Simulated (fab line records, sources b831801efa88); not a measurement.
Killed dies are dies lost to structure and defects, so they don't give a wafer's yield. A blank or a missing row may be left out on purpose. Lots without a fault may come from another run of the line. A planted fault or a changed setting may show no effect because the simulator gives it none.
fab line records | flow gf180mcu
record lots=6 wafers=18 last_day=35
route steps=602 shown V5@566 TOP_METAL@567
lots that met no fault: from a run of the same line without faults
start_h: hours from the record's first day to the start of the lot's first wafer shown | wait_h: hours since the lot's step before | " the same as in the row above | L1.1+2: a row that stands for several wafers | - no value, or no start given | * or withheld: withheld | < > ~ a bound
route shown NAME@n: a module of which the file shows steps, and the number in the route of the first | usual: mean/standard deviation of fault-free wafers | same: alike in all rows | chamber/n: place in a boat | sites: the reading at each site | _std_site: their standard deviation | _edge_site: outer sites' mean less inner sites' | radius_mm: how far each site lies from the wafer's centre | mask NAME#n: copy n | behind: the tool/chamber that last shaped the wafer | hold: why the lot was held/for how many hours/how that ended | device: the transistor (n, p or np) that didn't switch | end of line: the same wafers' tests at the end of the route | a step without rows: its recipe alone | killed: dies lost to structure and defects at the first sort, not the wafer's yield | map: a wafer's dies, x killed, . not, _ none there
set.NAME: the setting as run; set.NAME@STEP: as run at that earlier step | model.NAME: the simulator's own value behind a step, which no gauge read
lots at some steps of the route; a table a step, a row a wafer
services: from which hour (start_h, from the record's first day; less than 0 if before it) a tool's chamber was out of use, for how many hours, and why
## steps
# step GF_V5_CMP_26
# recipe stop_on=SiO2 down_force_psi=3.5 platen_rpm=60 t_overpolish_s=15 target_thk_nm=0 pad_velocity_m_s=0.94248
# usual motor_current_A=11.0/0.62 overpolish_run_s=15.000/0.0099 time_to_endpoint_s=86/3.4
# columns lot.wafer tool chamber start_h wait_h motor_current_A overpolish_run_s time_to_endpoint_s
L876.1 cmp-02 3 689.22 0.1 10.7 14.995 88
L876.4 " 0 " " 11.3 14.988 85
L876.5 " 2 " " 12.0 14.995 88
L881.1 cmp-02 1 724.57 0.1 10.8 15.001 82
L881.5 " 0 " " 11.2 15.010 84
L881.6 " 1 " " 11.2 14.998 84
L887.3 cmp-01 3 765.11 0.1 10.3 14.985 88
L887.1 " 1 " " 10.9 14.996 93
L887.6 " 3 " " 10.7 14.979 85
L888.3 cmp-01 1 768.75 0.1 10.9 15.000 88
L888.6 " 3 " " 10.9 15.001 86
L888.5 " 0 " " 11.6 15.000 81
L891.4 cmp-01 0 786.53 0.0 12.0 14.992 83
L891.2 " 2 " " 10.4 15.001 82
L891.5 " 0 " " 11.5 15.004 82
L885.2 cmp-02 1 799.70 0.1 11.0 15.010 90
L885.3 " 2 " " 11.6 15.002 92
L885.5 " 3 " " 10.5 15.006 90
# step GF_TOP_METAL_SPUTTER_00
# recipe material=Ti target_thk_nm=37.5 arriving_ion_energy_ev=80 substrate_temp_c=200 chamber_pressure_pa=2 power_w=4000 time_s=150
# usual throttle_valve_pct=30.3/1.2
# columns lot.wafer tool chamber start_h wait_h throttle_valve_pct
L876.1 pvd_sputter-03 - 689.42 0.1 32.5
L876.4 " - " " 30.0
L876.5 " - " " 32.4
L881.1 pvd_sputter-01 - 724.82 0.2 32.1
L881.5 " - " " 29.4
L881.6 " - " " 30.9
L887.1 pvd_sputter-03 - 765.36 0.1 32.7
L887.3 " - " " 30.0
L887.6 " - " " 29.9
L888.3 pvd_sputter-03 - 768.95 0.1 31.0
L888.5 " - " " 31.6
L888.6 " - " " 30.9
L891.2 pvd_sputter-04 - 786.83 0.1 29.6
L891.4 " - " " 29.4
L891.5 " - " " 29.1
L885.2 pvd_sputter-01 - 799.90 0.1 29.7
L885.3 " - " " 30.8
L885.5 " - " " 31.9
# step GF_TOP_METAL_SPUTTER_01
# recipe material=TiN target_thk_nm=30 power_w=6500 time_s=25 chamber_pressure_pa=0.4
# usual throttle_valve_pct=30.3/1.2
# columns lot.wafer tool chamber start_h wait_h throttle_valve_pct
L876.1 pvd_sputter-03 - 689.52 0.1 32.3
L876.4 " - " " 30.2
L876.5 " - " " 32.5
L881.1 pvd_sputter-01 - 724.92 0.1 31.9
L881.5 " - " " 29.4
L881.6 " - " " 31.0
L887.1 pvd_sputter-03 - 765.46 0.1 32.3
L887.3 " - " " 30.2
L887.6 " - " " 30.3
L888.3 pvd_sputter-03 - 769.05 0.1 31.0
L888.5 " - " " 31.5
L888.6 " - " " 31.0
L891.2 pvd_sputter-04 - 786.93 0.1 29.5
L891.4 " - " " 29.3
L891.5 " - " " 29.5
L885.2 pvd_sputter-01 - 800.00 0.1 29.4
L885.3 " - " " 30.7
L885.5 " - " " 32.0
# step GF_TOP_METAL_SPUTTER_02
# recipe material=AlCu target_thk_nm=900 power_w=10600 chamber_pressure_pa=0.3 substrate_temp_c=250 gas=Ar time_s=47.82
# usual throttle_valve_pct=30.3/1.2
# columns lot.wafer tool chamber start_h wait_h throttle_valve_pct
L876.1 pvd_sputter-03 - 689.55 0.0 32.6
L876.4 " - " " 30.5
L876.5 " - " " 32.0
L881.1 pvd_sputter-01 - 724.95 0.0 32.1
L881.5 " - " " 29.7
L881.6 " - " " 30.6
L887.1 pvd_sputter-03 - 765.50 0.0 32.4
L887.3 " - " " 30.0
L887.6 " - " " 30.1
L888.3 pvd_sputter-03 - 769.08 0.0 31.3
L888.5 " - " " 31.5
L888.6 " - " " 31.0
L891.2 pvd_sputter-04 - 786.96 0.0 29.6
L891.4 " - " " 29.5
L891.5 " - " " 29.2
L885.2 pvd_sputter-01 - 800.03 0.0 29.5
L885.3 " - " " 30.7
L885.5 " - " " 32.1
# step GF_TOP_METAL_SPUTTER_03
# recipe material=Ti target_thk_nm=5 substrate_temp_c=300 chamber_pressure_pa=0.3 power_w=3110 time_s=3.3
# usual throttle_valve_pct=30.3/1.2
# columns lot.wafer tool chamber start_h wait_h throttle_valve_pct
L876.1 pvd_sputter-03 - 689.59 0.0 32.5
L876.4 " - " " 30.2
L876.5 " - " " 32.2
L881.1 pvd_sputter-01 - 724.99 0.0 32.1
L881.5 " - " " 29.6
L881.6 " - " " 30.8
L887.1 pvd_sputter-03 - 765.54 0.0 32.3
L887.3 " - " " 29.9
L887.6 " - " " 29.8
L888.3 pvd_sputter-03 - 769.13 0.0 30.7
L888.5 " - " " 31.6
L888.6 " - " " 31.4
L891.2 pvd_sputter-04 - 787.01 0.0 29.4
L891.4 " - " " 29.5
L891.5 " - " " 29.5
L885.2 pvd_sputter-01 - 800.08 0.0 29.7
L885.3 " - " " 31.0
L885.5 " - " " 31.9
# step GF_TOP_METAL_SPUTTER_04
# recipe material=TiN target_thk_nm=25 power_w=6500 time_s=20.8 chamber_pressure_pa=0.4
# step GF_TOP_METAL_RS_MEAS_05
# recipe thk_meas_gauge=four-point-probe reads=TiN_of_TOP_METAL_SPUTTER_04+Ti_of_TOP_METAL_SPUTTER_03+AlCu_of_TOP_METAL_SPUTTER_02+TiN_of_TOP_METAL_SPUTTER_01+Ti_of_TOP_METAL_SPUTTER_00
# usual TOP_METAL_ALCU_RS=0.0326/0.00032
# columns lot.wafer tool chamber start_h wait_h TOP_METAL_ALCU_RS[ohm/sq]
L876.1 film_metro-04 - 689.64 0.0 0.0327
L876.4 " - " " 0.0329
L876.5 " - " " 0.0328
L881.1 film_metro-04 - 725.04 0.0 0.0324
L881.5 " - " " 0.0325
L881.6 " - " " 0.0326
L887.1 film_metro-03 - 765.59 0.0 0.0328
L887.3 " - " " 0.0331
L887.6 " - " " 0.0330
L888.3 film_metro-04 - 769.21 0.1 0.0322
L888.5 " - " " 0.0323
L888.6 " - " " 0.0322
L891.2 film_metro-02 - 787.07 0.0 0.0328
L891.4 " - " " 0.0330
L891.5 " - " " 0.0330
L885.2 film_metro-02 - 800.14 0.0 0.0327
L885.3 " - " " 0.0326
L885.5 " - " " 0.0324
# step GF_TOP_METAL_THK_MEAS_06
# recipe thk_meas_gauge=xrf reads=AlCu_of_TOP_METAL_SPUTTER_02
# usual TOP_METAL_ALCU_THK=897/9
# columns lot.wafer tool chamber start_h wait_h TOP_METAL_ALCU_THK[nm]
L876.1 film_metro-04 - 689.76 0.1 887
L876.4 " - " " 887
L876.5 " - " " 892
L881.1 film_metro-04 - 725.16 0.1 901
L881.5 " - " " 893
L881.6 " - " " 897
L887.1 film_metro-03 - 765.71 0.1 896
L887.3 " - " " 885
L887.6 " - " " 890
L888.3 film_metro-04 - 769.31 0.1 906
L888.5 " - " " 903
L888.6 " - " " 914
L891.2 film_metro-02 - 787.18 0.1 883
L891.4 " - " " 879
L891.5 " - " " 882
L885.2 film_metro-02 - 800.25 0.1 890
L885.3 " - " " 886
L885.5 " - " " 892
# step GF_TOP_METAL_DEHYDRATE_07
# recipe temp_c=200 time_s=60
# step GF_TOP_METAL_HMDS_08
# recipe prime_time_s=60 prime_temp_c=120
# step GF_TOP_METAL_COAT_09
# recipe resist=NOVOLAK spin_rpm=3000 resist_thk_nm=1500
# step GF_TOP_METAL_SOFTBAKE_10
# recipe temp_c=90 time_s=60 resist=NOVOLAK
# step GF_TOP_METAL_EXPOSE_11
# recipe mask_id=MetalTop target_cd_nm=440 na=0.6 source_shape=conventional sigma_outer=0.6 dose_mj=170
# usual exposure_dose_mJ_cm2=170.3/0.45 focus_offset_nm=0.0/0.57
# columns lot.wafer tool chamber start_h wait_h mask exposure_dose_mJ_cm2 focus_offset_nm
L876.1 iline_stepper-02 0 699.36 - MetalTop#0 169.6 0.5
L876.4 " 0 " " MetalTop#0 169.7 1.2
L876.5 " 0 " " MetalTop#0 169.8 0.7
L881.1 iline_stepper-01 0 734.04 - MetalTop#0 170.7 1.2
L881.5 " 0 " " MetalTop#0 170.7 0.5
L881.6 " 0 " " MetalTop#0 170.6 0.4
L887.1 iline_stepper-02 - 773.97 - MetalTop#0 - -
L887.3 " - " " MetalTop#0 - -
L887.6 " - " " MetalTop#0 - -
L888.3 iline_stepper-02 - 777.81 - MetalTop#0 - -
L888.5 " - " " MetalTop#0 - -
L888.6 " - " " MetalTop#0 - -
L891.2 iline_stepper-02 0 794.67 - MetalTop#0 169.8 0.4
L891.4 " 0 " " MetalTop#0 169.9 -0.4
L891.5 " 0 " " MetalTop#0 169.7 -0.7
L885.2 iline_stepper-01 0 807.77 - MetalTop#0 170.6 0.8
L885.3 " 0 " " MetalTop#0 170.7 -0.2
L885.5 " 0 " " MetalTop#0 170.6 0.4
# step GF_TOP_METAL_PEB_12
# recipe temp_c=withheld time_s=* resist=NOVOLAK
## services
# columns tool chamber start_h hours kind
iline_stepper-02 0 672.52 - calibration
pvd_sputter-04 - 703.41 0.8 repair
cmp-01 - 736.58 2.3 repair
cmp-01 - 741.51 3.9 pm
cmp-01 - 745.41 4.0 pm
cmp-01 - 749.41 - consumable_replace:conditioner
cmp-01 - 749.41 - consumable_replace:pad
iline_stepper-01 0 750.29 - calibration
iline_stepper-02 - 751.62 1.7 pm
cmp-01 - 753.24 0.9 repair
cmp-01 - 780.54 0.9 repair
pvd_sputter-04 - 788.08 5.0 repair
## key
first_sign step=GF_TOP_METAL_EXPOSE_11 reading=tool_record direction=missing
effect none on later readings
met_at GF_TOP_METAL_EXPOSE_11
struck_wafers L887.1,L887.3,L887.6,L888.3,L888.5,L888.6
later_rows_left_out L887.1,L887.3,L887.6,L888.3,L888.5,L888.6
sort_left_out L887.1,L887.3,L887.6,L888.3,L888.5,L888.6
onset_between 699.36 773.97
fault kind=skipped_step_whole tool=iline_stepper-02 chamber=- onset_h=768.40 steps=GF_TOP_METAL_EXPOSE_11 scope=struck_lots_only
# sort_left_out: the simulated sort isn't trusted on such a fault, so these wafers' sort isn't shown, and their yield isn't known
# later_rows_left_out: the simulator's readings of these wafers behind a module that went badly wrong aren't trusted and aren't shown, but for the sort
